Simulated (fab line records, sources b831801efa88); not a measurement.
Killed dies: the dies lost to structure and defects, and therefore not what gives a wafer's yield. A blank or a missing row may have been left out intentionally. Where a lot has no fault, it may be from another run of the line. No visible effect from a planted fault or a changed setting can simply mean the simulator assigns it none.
Which tool was responsible? + flow sky130 + 6 lots, 18 wafers sampled, at 2 steps of a route of 708

WHAT THE GAUGES SHOWED, per wafer
SKY_LOCAL_INTERCONNECT_RS_MEAS_01: the measuring method here is four-point-probe.
| lot  | measured     | on            | LOCAL_INTERCONNECT_TIN_RS (ohm/sq) |
|------|--------------|---------------|------------------------------------|
| L832 | day 30 00:10 | film-metro-04 | 14.39 14.50 14.33                  |
| L833 | day 30 17:29 | film-metro-02 | 14.51 14.37 14.30                  |
| L836 | day 31 09:22 | film-metro-03 | 14.11 14.46 14.31                  |
| L837 | day 31 15:04 | film-metro-04 | 14.28 14.45 14.14                  |
| L848 | day 34 18:37 | film-metro-04 | 14.06 11.07 11.13                  |
| L853 | day 36 11:12 | film-metro-04 | 14.45 14.28 14.46                  |

WHAT TOOL EACH LOT RAN ON (gives the tool, then ch and the chambers of the sampled wafers, and finally the start)
| lot  | SKY_LOCAL_INTERCONNECT_SPUTTER_00 |
|------|-----------------------------------|
| L832 | pvd-sputter-04, day 30 00:06      |
| L833 | pvd-sputter-03, day 30 17:25      |
| L836 | pvd-sputter-03, day 31 09:17      |
| L837 | pvd-sputter-01, day 31 14:59      |
| L848 | pvd-sputter-01, day 34 18:31      |
| L853 | pvd-sputter-03, day 36 11:07      |
- SKY_LOCAL_INTERCONNECT_SPUTTER_00: material TiN, target thk 100 nm, time 83.3 s.

THE ANSWER, worked out from the rows above alone
Rule: the lots themselves supply what counts as usual. Put in order of their means at a reading, lots are off if they are a third of the lots or fewer, leave a main group of 4 or more, and stand apart from it by a gap of 3 or more times the standard deviation of the main group's means; of several such gaps the widest counts. A main group whose means are all the same, to the digits that the tables above print for the reading, isn't used. Also off: a lot with no number at a reading for which 4 or more lots have one. The other lots that the step has rows for count as sound.
Off: L848, at SKY_LOCAL_INTERCONNECT_RS_MEAS_01 (LOCAL_INTERCONNECT_TIN_RS). Main group: mean 14.36 ohm/sq, sd 0.053.
If a tool, at a process step before that reading, ran all the lots that are off and no sound lot after the first of them, it fits. The gauges at SKY_LOCAL_INTERCONNECT_RS_MEAS_01 are tried like those tools. One fits: pvd-sputter-01 at SKY_LOCAL_INTERCONNECT_SPUTTER_00. A fault onset in the window from L837 (day 31 14:59, its last sound lot) to L848 (day 34 18:31, its first lot off) fits.

WHAT HAD BEEN PUT IN BY THE SIMULATOR
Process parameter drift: pvd-sputter-01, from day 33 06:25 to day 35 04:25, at SKY_LOCAL_INTERCONNECT_SPUTTER_00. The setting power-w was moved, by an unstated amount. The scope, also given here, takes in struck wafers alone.
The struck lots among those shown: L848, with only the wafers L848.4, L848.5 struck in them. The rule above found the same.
